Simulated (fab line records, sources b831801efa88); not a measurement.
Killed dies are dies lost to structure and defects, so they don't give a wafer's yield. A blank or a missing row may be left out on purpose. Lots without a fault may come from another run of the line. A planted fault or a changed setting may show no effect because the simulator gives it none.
Tool commonality check | flow gf180mcu | 12 lots, 36 wafers sampled

WHY IT WAS OPENED
At GF_MVSD_TW_MEAS_11 the reading MVSD_TW is flagged on 2 of 12 lots. Wafers without a fault read 1562, standard deviation 17.
Rule: a lot is flagged when every wafer of it that has a number lies more than 4 standard deviations from that mean, or none has a number. The other lots count as sound.

lot  | measured    | on            | MVSD_TW, wafer by wafer | flag
L675 | day 4 15:04 | film_metro-03 | 1564 1560 1559          |
L677 | day 5 02:56 | film_metro-03 | 1559 1567 1557          |
L678 | day 5 08:23 | film_metro-01 | 1599 1585 1596          |
L679 | day 5 14:48 | film_metro-01 | 1591 1589 1587          |
L680 | day 5 19:05 | film_metro-01 | 1590 1590 1593          |
L681 | day 6 04:43 | film_metro-03 | 1566 1571 1569          |
L682 | day 6 07:58 | film_metro-01 | 1595 1590 1582          |
L688 | day 7 19:30 | film_metro-04 | 1450 1452 1459          | FLAGGED
L689 | day 8 04:19 | film_metro-03 | 1473 1470 1467          | FLAGGED
L690 | day 8 09:31 | film_metro-03 | 1562 1569 1553          |
L692 | day 8 20:20 | film_metro-01 | 1579 1589 1575          |
L695 | day 9 13:17 | film_metro-03 | 1562 1564 1566          |
The numbers of the flagged lots are 1462 on average: -100 against the usual, or -6 standard deviations.

WHICH TOOL RAN EACH LOT
The record holds 2 process steps before the reading, out of a route of 602 steps. In each cell: the tool, then ch and the chambers that the sampled wafers went through, then the start.
lot  | flag    | GF_STI_STRIP_15                     | GF_MVSD_IMPLANT_08
L675 |         | plasma_asher-02 ch 0,1, day 2 06:41 | implanter-04 ch 0, day 4 14:41
L677 |         | plasma_asher-03 ch 0,1, day 2 16:42 | implanter-02 ch 0, day 5 02:34
L678 |         | plasma_asher-04 ch 0,1, day 2 21:32 | implanter-04 ch 0, day 5 08:02
L679 |         | plasma_asher-02 ch 0,1, day 3 04:14 | implanter-03 ch 0, day 5 14:26
L680 |         | plasma_asher-02 ch 0,1, day 3 08:32 | implanter-03 ch 0, day 5 18:41
L681 |         | plasma_asher-04 ch 0,1, day 3 13:17 | implanter-03 ch 0, day 6 04:19
L682 |         | plasma_asher-03 ch 0,1, day 3 18:49 | implanter-04 ch 0, day 6 07:34
L688 | FLAGGED | plasma_asher-03 ch 0,1, day 5 00:50 | implanter-04 ch 0, day 7 19:06
L689 | FLAGGED | plasma_asher-04 ch 0,1, day 5 08:32 | implanter-04 ch 0, day 8 03:55
L690 |         | plasma_asher-02 ch 0,1, day 5 13:31 | implanter-03 ch 0, day 8 09:07
L692 |         | plasma_asher-02 ch 0,1, day 5 23:40 | implanter-03 ch 0, day 8 19:58
L695 |         | plasma_asher-03 ch 0,1, day 6 13:28 | implanter-03 ch 0, day 9 12:53
What these steps do:
- GF_STI_STRIP_15: strips in O2/N2.
- GF_MVSD_IMPLANT_08
- GF_MVSD_TW_MEAS_11

FLAGGED OVER TOTAL, TOOL BY TOOL (the gauges that took the reading come last)
step               | tool            | lots run | flagged | share of the flagged lots | sound lots run after its first flagged lot
GF_STI_STRIP_15    | plasma_asher-02 | 5        | 0       | none                      | -
GF_STI_STRIP_15    | plasma_asher-03 | 4        | 1       | some                      | 1 (L695)
GF_STI_STRIP_15    | plasma_asher-04 | 3        | 1       | some                      | 0
GF_MVSD_IMPLANT_08 | implanter-02    | 1        | 0       | none                      | -
GF_MVSD_IMPLANT_08 | implanter-03    | 6        | 0       | none                      | -
GF_MVSD_IMPLANT_08 | implanter-04    | 5        | 2       | all                       | 0
GF_MVSD_TW_MEAS_11 | film_metro-01   | 5        | 0       | none                      | -
GF_MVSD_TW_MEAS_11 | film_metro-03   | 6        | 1       | some                      | 2 (L690,L695)
GF_MVSD_TW_MEAS_11 | film_metro-04   | 1        | 1       | some                      | 0

WHAT THE TABLE ALLOWS
1 row of the table ran every flagged lot: implanter-04 at GF_MVSD_IMPLANT_08.
- implanter-04 at GF_MVSD_IMPLANT_08: 2 of its 5 lots flagged. Its last sound lot is L682 (day 6 07:34), its first flagged lot L688 (day 7 19:06): a fault that began between those two fits. Its own readings lie more than 4 standard deviations out on every wafer of the flagged lots: dose_ions_cm2, faraday_current_uA.
One tool is left: implanter-04 at GF_MVSD_IMPLANT_08.

WHAT THE SIMULATOR HAD PUT IN
Process parameter drift: implanter-04, from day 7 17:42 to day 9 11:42, at GF_MVSD_IMPLANT_08. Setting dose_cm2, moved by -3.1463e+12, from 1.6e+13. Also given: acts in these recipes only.
Lots struck among those shown: L688, L689. The rule above found the same.
